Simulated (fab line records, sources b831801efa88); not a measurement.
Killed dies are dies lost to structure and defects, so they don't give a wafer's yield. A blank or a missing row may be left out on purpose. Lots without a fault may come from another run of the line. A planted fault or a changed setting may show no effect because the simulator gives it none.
fab line records | flow sky130
record lots=11 wafers=33 last_day=50
route steps=708 shown FIELD_ISO@28 PWDE@52 NWELL@60 PAD_OPEN@708
lots that met no fault: from a run of the same line without faults
start_h: hours from the record's first day to the start of the lot's first wafer shown | wait_h: hours since the lot's step before | " the same as in the row above | L1.1+2: a row that stands for several wafers | - no value, or no start given | * or withheld: withheld | < > ~ a bound
route shown NAME@n: a module of which the file shows steps, and the number in the route of the first | usual: mean/standard deviation of fault-free wafers | same: alike in all rows | chamber/n: place in a boat | sites: the reading at each site | _std_site: their standard deviation | _edge_site: outer sites' mean less inner sites' | radius_mm: how far each site lies from the wafer's centre | mask NAME#n: copy n | behind: the tool/chamber that last shaped the wafer | hold: why the lot was held/for how many hours/how that ended | device: the transistor (n, p or np) that didn't switch | end of line: the same wafers' tests at the end of the route | a step without rows: its recipe alone | killed: dies lost to structure and defects at the first sort, not the wafer's yield | map: a wafer's dies, x killed, . not, _ none there
set.NAME: the setting as run; set.NAME@STEP: as run at that earlier step | model.NAME: the simulator's own value behind a step, which no gauge read
steps of the route over a sample of lots; a table a step, a row a wafer
services: from which hour (start_h, from the record's first day; less than 0 if before it) a tool's chamber was out of use, for how many hours, and why
## steps
# step SKY_FIELD_ISO_CMP_27
# recipe stop_on=Si3N4 t_overpolish_s=16 down_force_psi=4 platen_rpm=60 target_thk_nm=457.8 pad_velocity_m_s=0.94248
# usual edge_zone_pressure_frac=1.000/0.0047 motor_current_A=11.3/0.7 overpolish_run_s=16.001/0.0094 time_to_endpoint_s=114/3.9
# columns lot.wafer tool chamber start_h wait_h edge_zone_pressure_frac motor_current_A overpolish_run_s time_to_endpoint_s
L721.3 cmp-01 2 35.29 0.1 0.997 11.1 16.000 109
L721.5 " 0 " " 1.002 12.0 15.997 108
L721.6 " 1 " " 1.000 10.5 16.015 108
L724.3 cmp-01 2 47.34 0.0 1.002 11.3 15.974 107
L724.4 " 3 " " 1.004 11.6 15.994 112
L724.2 " 1 " " 1.000 10.4 16.011 111
L725.1 cmp-01 0 57.24 0.3 1.000 12.8 16.014 103
L725.2 " 1 " " 1.005 11.0 15.999 109
L725.6 " 0 " " 1.004 12.2 16.010 108
L726.1 cmp-01 1 61.16 0.1 0.999 10.7 15.975 113
L726.6 " 2 " " 0.993 11.3 15.982 110
L726.5 " 3 " " 1.003 11.7 16.000 113
L728.1 cmp-01 2 71.03 0.1 1.004 11.5 15.996 112
L728.3 " 3 " " 0.994 11.8 16.012 112
L728.6 " 1 " " 0.997 10.5 15.995 117
L735.2 cmp-02 1 105.91 0.1 1.002 11.5 16.001 119
L735.4 " 2 " " 0.994 12.1 16.011 118
L735.6 " 3 " " 0.994 11.8 15.989 118
L739.2 cmp-01 0 128.78 0.0 1.002 12.1 16.031 121
L739.1 " 2 " " 0.993 11.3 16.013 115
L739.6 " 0 " " 1.001 12.3 16.018 123
L741.2 cmp-01 1 137.09 0.0 0.999 10.4 16.005 118
L741.4 " 3 " " 0.998 11.6 16.005 120
L741.1 " 0 " " 0.996 12.6 15.987 115
L742.1 cmp-02 0 144.19 0.0 1.000 10.5 16.006 112
L742.2 " 3 " " 0.999 11.2 16.001 111
L742.5 " 0 " " 0.997 10.5 15.993 112
L743.3 cmp-01 2 154.04 0.0 0.998 11.3 16.009 115
L743.6 " 2 " " 1.006 10.6 15.996 110
L743.5 " 3 " " 1.005 12.2 16.003 114
L744.2 cmp-02 2 154.04 0.0 0.996 12.6 15.983 111
L744.4 " 3 " " 0.998 11.1 15.999 115
L744.5 " 3 " " 0.996 11.4 16.010 120
# step SKY_PWDE_OVL_MEAS_07
# usual PWDE_OVL=-1.5/1.5
# columns lot.wafer tool chamber start_h wait_h PWDE_OVL[nm]
L721.3 overlay-02 - 69.33 - -3.4
L721.5 " - " " -3.0
L721.6 " - " " -3.8
L724.2 overlay-02 - 82.13 - -2.5
L724.3 " - " " -2.5
L724.4 " - " " -2.6
L725.1 overlay-02 - 92.13 - -0.8
L725.2 " - " " -2.3
L725.6 " - " " -2.1
L726.1 overlay-02 - 99.13 - -1.3
L726.5 " - " " 0.6
L726.6 " - " " -1.5
L728.1 overlay-02 - 108.28 - -0.2
L728.3 " - " " -2.1
L728.6 " - " " -1.1
L735.2 overlay-02 - 146.17 - -1.3
L735.4 " - " " -0.5
L735.6 " - " " 0.2
L739.1 overlay-02 - 170.73 - -0.4
L739.2 " - " " -0.2
L739.6 " - " " -0.1
L741.1 overlay-02 - 179.08 - 0.5
L741.2 " - " " -1.6
L741.4 " - " " -1.6
L742.1 overlay-01 - 189.23 - -3.5
L742.2 " - " " -3.9
L742.5 " - " " -3.6
L744.2 overlay-01 - 197.47 - -2.2
L744.4 " - " " -3.0
L744.5 " - " " -2.3
L743.3 overlay-01 - 197.83 - 0.0
L743.5 " - " " -0.4
L743.6 " - " " -0.2
# step SKY_NWELL_EXPOSE_07
# recipe mask_id=NWM na=0.6 source_shape=conventional sigma_outer=0.6 polarization=unpolarized target_cd_nm=840 dose_mj=255
# usual exposure_dose_mJ_cm2=255.03/0.27
# columns lot.wafer tool chamber start_h wait_h mask exposure_dose_mJ_cm2
L721.3 iline_stepper-02 0 78.05 - NWM#0 255.49
L721.5 " 0 " " NWM#0 255.24
L721.6 " 0 " " NWM#0 255.51
L724.2 iline_stepper-02 0 90.88 - NWM#0 254.93
L724.3 " 0 " " NWM#0 254.80
L724.4 " 0 " " NWM#0 254.53
L725.1 iline_stepper-01 0 101.70 - NWM#0 255.08
L725.2 " 0 " " NWM#0 255.72
L725.6 " 0 " " NWM#0 255.54
L726.1 iline_stepper-01 0 108.16 - NWM#0 254.99
L726.5 " 0 " " NWM#0 255.24
L726.6 " 0 " " NWM#0 254.99
L728.1 iline_stepper-01 0 117.85 - PWDEM#0 255.29
L728.3 " 0 " " PWDEM#0 254.78
L728.6 " 0 " " PWDEM#0 255.31
L735.2 iline_stepper-01 0 156.20 - NWM#0 254.81
L735.4 " 0 " " NWM#0 255.16
L735.6 " 0 " " NWM#0 254.52
L739.1 iline_stepper-02 0 181.45 - NWM#0 255.31
L739.2 " 0 " " NWM#0 255.18
L739.6 " 0 " " NWM#0 255.39
L741.1 iline_stepper-01 0 189.64 - NWM#0 255.00
L741.2 " 0 " " NWM#0 254.96
L741.4 " 0 " " NWM#0 254.90
L742.1 iline_stepper-01 0 199.83 - NWM#0 255.11
L742.2 " 0 " " NWM#0 255.09
L742.5 " 0 " " NWM#0 255.34
L744.2 iline_stepper-01 0 208.39 - NWM#0 255.27
L744.4 " 0 " " NWM#0 255.22
L744.5 " 0 " " NWM#0 255.12
L743.3 iline_stepper-02 0 208.65 - NWM#0 255.18
L743.5 " 0 " " NWM#0 255.05
L743.6 " 0 " " NWM#0 254.86
# step SKY_NWELL_OVL_MEAS_10
# usual NWELL_00_OVL=-0.6/1.5
# columns lot.wafer tool chamber start_h wait_h NWELL_00_OVL[nm]
L721.3 overlay-02 - 86.37 - 0.4
L721.5 " - " " 0.8
L721.6 " - " " 0.8
L724.2 overlay-01 - 99.72 - -1.0
L724.3 " - " " -1.4
L724.4 " - " " -0.1
L725.1 overlay-02 - 110.72 - -1.8
L725.2 " - " " -0.8
L725.6 " - " " -1.3
L726.1 overlay-02 - 117.06 - 2.1
L726.5 " - " " 0.8
L726.6 " - " " 0.1
L728.1 overlay-02 - 126.91 - -
L728.3 " - " " -
L728.6 " - " " -
L735.2 overlay-02 - 166.37 - -0.6
L735.4 " - " " -0.4
L735.6 " - " " 0.0
L739.1 overlay-02 - 191.32 - 0.3
L739.2 " - " " 1.5
L739.6 " - " " -0.9
L741.1 overlay-02 - 199.73 - 2.3
L741.2 " - " " 0.7
L741.4 " - " " 1.7
L742.1 overlay-01 - 210.57 - -0.4
L742.2 " - " " 0.2
L742.5 " - " " 0.0
L744.2 overlay-02 - 218.97 - 0.4
L744.4 " - " " 1.2
L744.5 " - " " -1.0
L743.3 overlay-01 - 219.09 - -2.9
L743.5 " - " " -2.6
L743.6 " - " " -4.1
# step SKY_NWELL_TW_MEAS_15
# usual NWELL_TW=1821/11
# columns lot.wafer tool chamber start_h wait_h NWELL_TW
L721.3 film_metro-01 - 86.97 0.1 1818
L721.5 " - " " 1820
L721.6 " - " " 1821
L724.2 film_metro-02 - 100.31 0.1 1801
L724.3 " - " " 1821
L724.4 " - " " 1813
L725.1 film_metro-02 - 111.30 0.1 1829
L725.2 " - " " 1814
L725.6 " - " " 1807
L726.1 film_metro-03 - 117.65 0.1 1836
L726.5 " - " " 1851
L726.6 " - " " 1839
L728.1 film_metro-01 - 127.50 0.1 30
L728.3 " - " " 30
L728.6 " - " " 30
L735.2 film_metro-02 - 166.96 0.1 1806
L735.4 " - " " 1822
L735.6 " - " " 1807
L739.1 film_metro-03 - 191.90 0.1 1835
L739.2 " - " " 1833
L739.6 " - " " 1851
L741.1 film_metro-01 - 200.31 0.1 1823
L741.2 " - " " 1823
L741.4 " - " " 1822
L742.1 film_metro-02 - 211.15 0.1 1806
L742.2 " - " " 1824
L742.5 " - " " 1823
L744.2 film_metro-02 - 219.56 0.1 1827
L744.4 " - " " 1825
L744.5 " - " " 1813
L743.3 film_metro-01 - 219.68 0.1 1811
L743.5 " - " " 1814
L743.6 " - " " 1815
# step SKY_NWELL_STRIP_25
# recipe chemistry=O2/N2 power_w=1400 pressure_mtorr=1500 platen_temp_c=withheld o2_flow_sccm=3000 n2_flow_sccm=300 overash_fraction=0.5
# usual drypump_motor_current_A=5.5/0.38 oes_product_au=0.722/0.0051 strip_time_to_endpoint_s=36.91/0.11
# columns lot.wafer tool chamber start_h wait_h drypump_motor_current_A oes_product_au rf_hours_counter_h strip_time_to_endpoint_s
L721.3 plasma_asher-04 1 104.79 0.1 5.4 0.729 - 37.00
L721.5 " 0 " " 5.1 0.729 - 36.96
L721.6 " 1 " " 5.3 0.722 - 36.91
L724.2 plasma_asher-03 1 118.60 0.1 5.3 0.718 43 36.79
L724.3 " 0 " " 6.1 0.726 - 36.94
L724.4 " 1 " " 5.3 0.724 - 36.83
L725.1 plasma_asher-02 1 129.85 0.1 5.7 0.728 33 36.91
L725.2 " 0 " " 4.9 0.727 33 36.86
L725.6 " 0 " " 4.9 0.715 - 36.90
L726.1 plasma_asher-03 1 136.31 0.1 5.3 0.718 45 36.93
L726.5 " 1 " " 5.3 0.726 - 36.96
L726.6 " 0 " " 6.1 0.723 - 36.95
L728.1 plasma_asher-04 0 146.56 0.1 5.1 0.718 1 37.03
L728.3 " 1 " " 5.4 0.721 - 37.02
L728.6 " 0 " " 5.1 0.724 - 37.06
L735.2 plasma_asher-04 0 187.00 0.1 5.1 0.726 5 36.87
L735.4 " 1 " " 5.4 0.723 - 36.62
L735.6 " 0 " " 5.1 0.721 - 36.80
L739.1 plasma_asher-04 0 212.66 0.1 5.1 0.726 8 36.61
L739.2 " 1 " " 5.4 0.711 8 36.73
L739.6 " 0 " " 5.1 0.728 - 36.73
L741.1 plasma_asher-03 1 222.31 0.1 5.3 0.724 54 37.06
L741.2 " 0 " " 6.1 0.722 54 37.03
L741.4 " 1 " " 5.3 0.731 - 36.99
L742.1 plasma_asher-03 1 233.40 0.1 5.3 0.722 55 36.80
L742.2 " 0 " " 6.0 0.712 55 36.94
L742.5 " 1 " " 5.3 0.724 - 36.91
L744.2 plasma_asher-03 0 242.16 0.1 6.1 0.718 56 36.89
L744.4 " 0 " " 6.1 0.718 - 37.07
L744.5 " 1 " " 5.3 0.727 - 36.94
L743.3 plasma_asher-04 1 242.93 0.1 5.3 0.719 - 36.90
L743.5 " 1 " " 5.4 0.719 - 37.02
L743.6 " 0 " " 5.1 0.729 - 36.99
# step SKY_PAD_OPEN_PROBE_99
# usual killed_at_M0_to_M3=44/7.3 killed_at_M4_up=3.0/1.9 killed_at_contacts=24/5 killed_at_front_end=16/4.5 killed_at_other=0.3/0.46 killed_dies=87/10 killed_on_rim=17/3.5 killed_open=47/8.3 killed_short=39/6.4
# same gross_dies=492 killed_at_back_side=0
# columns lot.wafer tool chamber start_h wait_h killed_at_M0_to_M3 killed_at_M4_up killed_at_contacts killed_at_front_end killed_at_other killed_dies killed_on_rim killed_open killed_short
L728.1 prober-01 - 1114.25 0.1 49 0 23 420 0 492 96 55 30
L728.3 prober-01 - 1114.35 0.2 36 3 10 443 0 492 96 34 33
L728.6 prober-01 - 1114.50 0.2 47 5 25 415 0 492 96 48 39
L743.3 prober-01 - 1195.79 0.2 45 0 25 18 0 88 17 47 41
L743.5 prober-01 - 1195.89 0.2 38 4 21 20 1 84 15 47 37
L743.6 prober-01 - 1195.94 0.2 46 2 34 22 0 104 25 61 43
# killed by level:class
L728.1 NWELL:area_expose=407 VIA1:geometric_particle:open=16 LI_CONTACT:geometric_particle:open=10 VIA2:geometric_particle:open=10 CONTACT:geometric_particle:open=7 METAL1:geometric_particle:short=7 FIELD_ISO:geometric_particle:open=5 VIA1:geometric_particle:short=5
L728.3 NWELL:area_expose=425 VIA1:geometric_particle:open=8 FIELD_ISO:geometric_particle:short=5 METAL1:geometric_particle:open=4 SPACER:geometric_particle:short=4 VIA3:geometric_particle:open=4 CONTACT:geometric_particle:open=4 METAL2:geometric_particle:short=4
L728.6 NWELL:area_expose=405 LI_CONTACT:geometric_particle:open=9 VIA3:geometric_particle:open=8 VIA1:geometric_particle:short=8 CONTACT:geometric_particle:short=6 VIA1:geometric_particle:open=6 VIA2:geometric_particle:open=6 LOCAL_INTERCONNECT:geometric_particle:short=4
L743.3 VIA1:geometric_particle:open=10 LI_CONTACT:geometric_particle:open=8 VIA2:geometric_particle:open=8 POLY_GATE:geometric_particle:open=7 LOCAL_INTERCONNECT:geometric_particle:short=7 VIA3:geometric_particle:open=6 POLY_GATE:geometric_particle:short=5 VIA1:geometric_particle:short=5
L743.5 FIELD_ISO:geometric_particle:open=8 CONTACT:geometric_particle:open=8 VIA1:geometric_particle:open=8 LI_CONTACT:geometric_particle:open=6 METAL1:geometric_particle:short=6 VIA2:geometric_particle:open=6 POLY_GATE:geometric_particle:short=5 LOCAL_INTERCONNECT:geometric_particle:short=4
L743.6 CONTACT:geometric_particle:open=12 VIA1:geometric_particle:open=11 VIA3:geometric_particle:open=8 CONTACT:geometric_particle:short=7 VIA1:geometric_particle:short=7 FIELD_ISO:geometric_particle:open=6 LI_CONTACT:geometric_particle:open=6 VIA2:geometric_particle:open=6
## services
# columns tool chamber start_h hours kind
iline_stepper-01 - 13.92 9.9 repair
iline_stepper-02 - 23.83 1.7 pm
cmp-02 - 53.46 3.8 pm
iline_stepper-01 - 60.12 1.7 pm
cmp-02 - 64.00 4.0 pm
iline_stepper-02 - 107.37 2.1 pm
plasma_asher-04 - 108.75 9.0 pm
plasma_asher-04 - 120.03 15.6 pm
plasma_asher-02 - 145.49 0.8 repair
iline_stepper-01 - 159.97 4.3 pm
cmp-01 - 171.80 0.7 repair
cmp-02 - 173.02 4.1 repair
cmp-02 - 178.37 0.7 repair
cmp-01 - 178.97 1.4 repair
cmp-01 - 182.07 1.0 repair
cmp-02 - 189.88 18.6 repair
plasma_asher-04 - 190.68 2.8 pm
cmp-02 - 197.62 1.8 repair
plasma_asher-02 - 203.49 2.8 pm
plasma_asher-04 - 219.36 8.6 pm
cmp-01 - 235.50 4.0 pm
iline_stepper-02 - 238.53 1.7 pm
cmp-01 - 239.50 - consumable_replace:conditioner
cmp-01 - 239.50 - consumable_replace:pad
## key
first_sign step=SKY_NWELL_EXPOSE_07 reading=mask direction=changed
effect step=SKY_NWELL_OVL_MEAS_10 reading=NWELL_00_OVL direction=missing
effect step=SKY_NWELL_TW_MEAS_15 reading=NWELL_TW direction=down sigmas=99+ usual=1821 struck=30
effect step=SKY_PAD_OPEN_PROBE_99 reading=killed_at_front_end direction=up sigmas=91 usual=16 struck=426
more_kills_born_at SKY_NWELL_EXPOSE_07@iline_stepper-01=1237
met_at SKY_NWELL_EXPOSE_07
struck_lots L728
tester_left_out L728
not_acting_at SKY_FIELD_ISO_CMP_27,SKY_PWDE_OVL_MEAS_07,SKY_NWELL_STRIP_25
onset_between 108.16 117.85
fault kind=wrong_mask tool=any chamber=- onset_h=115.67 steps=SKY_NWELL_EXPOSE_07 aux_copy=PWDEM#0 scope=struck_lots_only
# tester_left_out: of these lots the tester's yield and bins aren't shown, on N5 and GAA mostly nor the transistor test; their killed dies are dies lost to structure and defects alone, not to doping, threshold or leakage, so they don't give the yield
